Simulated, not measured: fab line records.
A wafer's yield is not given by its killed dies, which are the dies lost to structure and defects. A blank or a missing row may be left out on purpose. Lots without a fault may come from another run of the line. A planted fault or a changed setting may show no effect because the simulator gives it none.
A struck lot beside a sound one || flow sky130 || 15 out of 708 route steps
Sound: these wafers, L726.3, L726.4, L726.5. Wafers L738.1, L738.2, L738.5 were the ones struck. The cause is given at the end.
Each step with rows lists, per side, the tool, then ch with its chambers, then its first start. Under that, the readings that differ: sound wafers || struck wafers || difference of the means || sigmas: that difference in standard deviations of wafers without a fault.
alike: readings whose means differ by less than 2 such deviations, and words and numbers that are the same on both sides. not compared: withheld readings, readings that some wafer has no value for, bounds like >300 that may hide the same value, and numbers for which the record gives no deviation and whose values overlap.
Wherever a step has rows on one side only, a row that says differs or no value, or a row with sigmas, the two part there. Non-overlapping numbers with no deviation appear without sigmas and do not part them. Lack of a reading on every wafer of one side parts them only where that side has two or more wafers.

first, 7 steps without rows for these wafers: SKY_POLY_GATE_HMDS_06 (prime time 60 s); SKY_POLY_GATE_COAT_07 (resist thk 110 nm); SKY_POLY_GATE_COAT_08 (resist thk 450 nm); SKY_POLY_GATE_SOFTBAKE_09 (time 90 s); SKY_POLY_GATE_EXPOSE_10 (exposes mask P1M, target cd 150 nm); SKY_POLY_GATE_PEB_11; SKY_POLY_GATE_DEVELOP_12 (develop time 60 s).
SKY_POLY_GATE_CD_MEAS_13: target cd 150 nm.
  struck on cd sem-01, day 22 02:17; sound on cd sem-02, day 18 04:51
  alike: cd nm
SKY_POLY_GATE_OVL_MEAS_14:
  struck on overlay-02, day 22 02:24; sound on overlay-01, day 18 04:57
  alike: POLY_GATE_OVL
SKY_POLY_GATE_ETCH_15: etches BARC in N2/H2, stops on SiO2, time 118.5 s, target depth 110 nm.
  sound on rie diel-04 ch 1,2,3, day 18 04:58; struck on rie diel-01 ch 0,1,3, day 22 02:26
  alike: drypump motor current A, oes product au, throttle valve pct
  not compared: rf hours counter h
SKY_POLY_GATE_ETCH_16: etches Si3N4 in CH3F/O2, stops on poly-Si, time 147.5 s, target depth 75 nm.
  sound on rie diel-04 ch 1,2,3, day 18 05:03; struck on rie diel-01 ch 0,1,3, day 22 02:31
  alike: drypump motor current A, oes product au, throttle valve pct
  not compared: rf hours counter h
SKY_POLY_GATE_ETCH_17: etches poly-Si in HBr/Cl2, stops on SiO2, target depth 180 nm, time 70.5 s.
  sound on rie si-01 ch 1,2,3, day 18 05:09; struck on rie si-01 ch 0,2,3, day 22 02:37
{"reading": "oes product au (a.u.)", "sound": "0.974 0.976 0.970", "struck": "0.988 0.992 0.987", "difference": "+0.016", "sigmas": "+2"}
  alike: drypump motor current A, throttle valve pct
  not compared: rf hours counter h
SKY_POLY_GATE_STRIP_18: strips in O2/N2.
  sound on plasma asher-03 ch 0,1, day 18 05:14; struck on plasma asher-01 ch 0,1, day 22 02:40
  no value came back on the struck wafers for chamber pressure mTorr (mTorr), drypump motor current A (A), oes product au (a.u.), strip time to endpoint s (s); on the sound wafers chamber pressure mTorr (mTorr) reads 1499.9 1501.1 1500.3
{"reading": "model.KrF-thick_of_POLY_GATE_COAT_08.thk nm (nm)", "sound": "0 0 0", "struck": "140.3 139.8 131.9", "difference": "+137.3", "sigmas": ""}
{"reading": "model.BARC_of_POLY_GATE_COAT_07.thk nm (nm)", "sound": "0 0 0", "struck": "110.1 110.3 110.2", "difference": "+110.2", "sigmas": ""}
  not compared: rf hours counter h
then, 1 step without rows for these wafers: SKY_POLY_GATE_CLEAN_19 (cleans in SC1/SC2, time 150 s).
-- here the record skips 27 days between the struck wafers' starts before and after, leaving off in module POLY_GATE and picking up in module PAD_OPEN (first step shown: number 708 of the route) --
SKY_PAD_OPEN_PROBE_99:
  struck on prober-01, day 49 13:02; sound on prober-02, day 47 02:22
{"reading": "killed at front end", "sound": "7 16 9", "struck": "406 399 425", "difference": "+399", "sigmas": "+89"}
{"reading": "killed dies", "sound": "89 94 84", "struck": "492 492 492", "difference": "+403", "sigmas": "+45"}
{"reading": "killed on rim", "sound": "14 16 23", "struck": "96 96 96", "difference": "+78", "sigmas": "+20"}
  alike: killed_at_M0_to_M3, killed_at_M4_up, killed at contacts, killed at other, killed open, killed short

== WHERE THEY PART ==
Last at SKY_PAD_OPEN_PROBE_99 as far as this record goes, first at SKY_POLY_GATE_ETCH_17.

WHY: what the simulator had put in
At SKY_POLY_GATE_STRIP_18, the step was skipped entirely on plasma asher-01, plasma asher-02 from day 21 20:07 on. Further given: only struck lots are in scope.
